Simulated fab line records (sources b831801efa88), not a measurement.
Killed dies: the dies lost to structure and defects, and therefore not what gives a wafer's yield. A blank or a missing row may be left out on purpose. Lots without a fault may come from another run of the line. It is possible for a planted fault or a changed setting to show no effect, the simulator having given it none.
Lot-split experiment    flow sky130    5 lots, 11 wafers read, on a route of 708 steps

== THE SPLIT ==
At SKY_VIA2_COAT_06 (resist thk 60 nm), the setting resist thk nm was moved away from the recipe's 60 nm on 4 of the 11 wafers read, by -5.3% to +3.2%. The other wafers ran this setting at the recipe's value.

The file shows no step between the split and the reading.

== THE READING ==
etch.depth nm (the simulator's own value, which no gauge read), in nm, at SKY_VIA2_ETCH_14 (etches BARC in N2/H2, stops on SiO2, time 45.9 s, target depth 60 nm). The file does not state a usual value for it. Across the 7 wafers here that went through the recipe, the average is 59.96 nm and the standard deviation 0.1 nm.

wafer   tool, chamber at the split  resist thk nm as run, nm  against the recipe  etch.depth nm, nm  against lot-mates on the recipe
L077.2  litho track-02, 0           60                        recipe              60.05              -
L077.3  litho track-02, 0           60                        recipe              60.02              -
L077.5  litho track-02, 0           60                        recipe              59.9               -
L080.3  litho track-04, 0           57.77                     -3.7%               57.73              no lot-mate on the recipe
L081.3  litho track-04, 0           60                        recipe              60.03              -
L082.2  litho track-01, 0           60                        recipe              59.99              -
L082.5  litho track-01, 0           56.83                     -5.3%               57.05              -2.96
L082.6  litho track-01, 0           60                        recipe              60.02              -
L084.4  litho track-04, 0           61.91                     +3.2%               61.8               +2.06
L084.5  litho track-04, 0           61.91                     +3.2%               61.77              +2.03
L084.6  litho track-04, 0           60                        recipe              59.74              -

THE FIT
A straight line over all 11 wafers: etch.depth nm changes by +0.569 nm for each +1% of resist thk nm; r = +1.00; the points scatter about the line by 0.1 nm.
The same after taking each lot's own level away (the mean of its wafers on the recipe; 10 wafers): +0.593 nm for each +1%; r = +1.00; scatter 0.094 nm.
Per that fit: largest resist thk nm move, reading shift of 3.1 nm.
Measured against the standard deviation above, the lots' own levels, which go from 59.740 to 60.030 nm, span 2.8 times it.
So the lot-to-lot level changes the slope little: the two slopes agree.
Check: with one of the wafers moved furthest among these (-5.3%) left out of the fit, the line predicts -3.39 nm for it against its lot-mates. It came out at -2.96 nm against them.

== FURTHER SPLITS ON THESE WAFERS ==
These wafers also went through other splits before the reading. Each is held against what the fit with the lots' levels taken away leaves over:
other split on the same wafers  wafers away from the commonest value  r with etch.depth nm (lot level and that fit taken away)
SKY_METAL2_EXPOSE_12 dose mj    2                                     -0.35

== THE FILE'S OWN FIT ==
etch.depth nm changes by +0.58 nm for each +1% of resist thk nm, r = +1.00.
